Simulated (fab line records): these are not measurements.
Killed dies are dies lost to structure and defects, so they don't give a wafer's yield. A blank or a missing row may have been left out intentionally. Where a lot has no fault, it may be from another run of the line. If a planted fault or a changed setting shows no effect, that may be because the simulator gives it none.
2 desks looking at one fault ; flow sky130 ; numbers are kept per desk, each desk with only its own; the story behind them comes last

## FROM THE METROLOGY DESK
What the gauges read for every lot (on any tool): the sampled wafers with a number, averaged. Marked OUT: a lot whose mean sits more than 4 standard deviations from the usual mean, which makes it out of limits; the brackets give that distance.
Columns: A = VIA3_HDPCVD_THK at SKY_VIA3_THK_MEAS_01, usual 1595 nm; B = CAP2M_TIN_RS at SKY_CAP2M_RS_MEAS_03, usual 6.92 ohm/sq
lot;first seen here;A;B
L331;day 38 22:05;1569;6.94
L333;day 39 15:29;1599;6.95
L334;day 39 22:10;1579;6.93
L335;day 40 06:55;1601;6.95
L336;day 40 13:43;1587;6.83
L338;day 41 02:30;1636;6.99
L339;day 41 07:56;1602;6.95
L340;day 41 23:49;1597;6.95
L342;day 42 10:40;1590;6.96
L346;day 43 13:41;1589;6.87
L347;day 43 15:26;1573;6.84
L348;day 43 22:02;1575;6.78
Result from this desk: across the 12 lots, nothing is out of limits.

## DESK OF THE TOOL OWNER: plasma_asher-03
The tool's own readings at SKY_LDD_HVN_STRIP_09 (strips in O2/N2): means of the sampled wafers that have a number, for each lot that ran on this tool. Marked OUT: a lot whose mean sits more than 4 standard deviations from the usual mean, which makes it out of limits; the brackets give that distance.
Columns: A = chamber_pressure_mTorr at SKY_LDD_HVN_STRIP_09, usual 1500.0 mTorr; B = drypump_motor_current_A at SKY_LDD_HVN_STRIP_09, usual 5.5 A; C = oes_product_au at SKY_LDD_HVN_STRIP_09, usual 0.409 a.u.; D = strip_time_to_endpoint_s at SKY_LDD_HVN_STRIP_09, usual 4.136 s
lot;first seen here;A;B;C;D
L331;day 20 16:10;1499.6;5.6;0.409;4.127
L335;day 22 08:31;1500.2;5.6;0.409;4.150
L338;day 23 12:25;1502.0;5.6;0.413;4.120
L340;day 24 12:46;1499.6;5.6;0.406;4.138
L342;day 25 00:23;1499.8;5.3;0.408;4.141
L346;day 26 12:55;1500.5;5.3;0.407;4.144
L347;day 26 14:16;1499.4;5.4;0.406;4.142
Result from this desk: across the 7 lots, nothing is out of limits.

## BROUGHT TOGETHER
The metrology desk saw nothing out of limits.
The tool owner's desk saw nothing out of limits.

## WHAT WAS PUT IN BY THE SIMULATOR
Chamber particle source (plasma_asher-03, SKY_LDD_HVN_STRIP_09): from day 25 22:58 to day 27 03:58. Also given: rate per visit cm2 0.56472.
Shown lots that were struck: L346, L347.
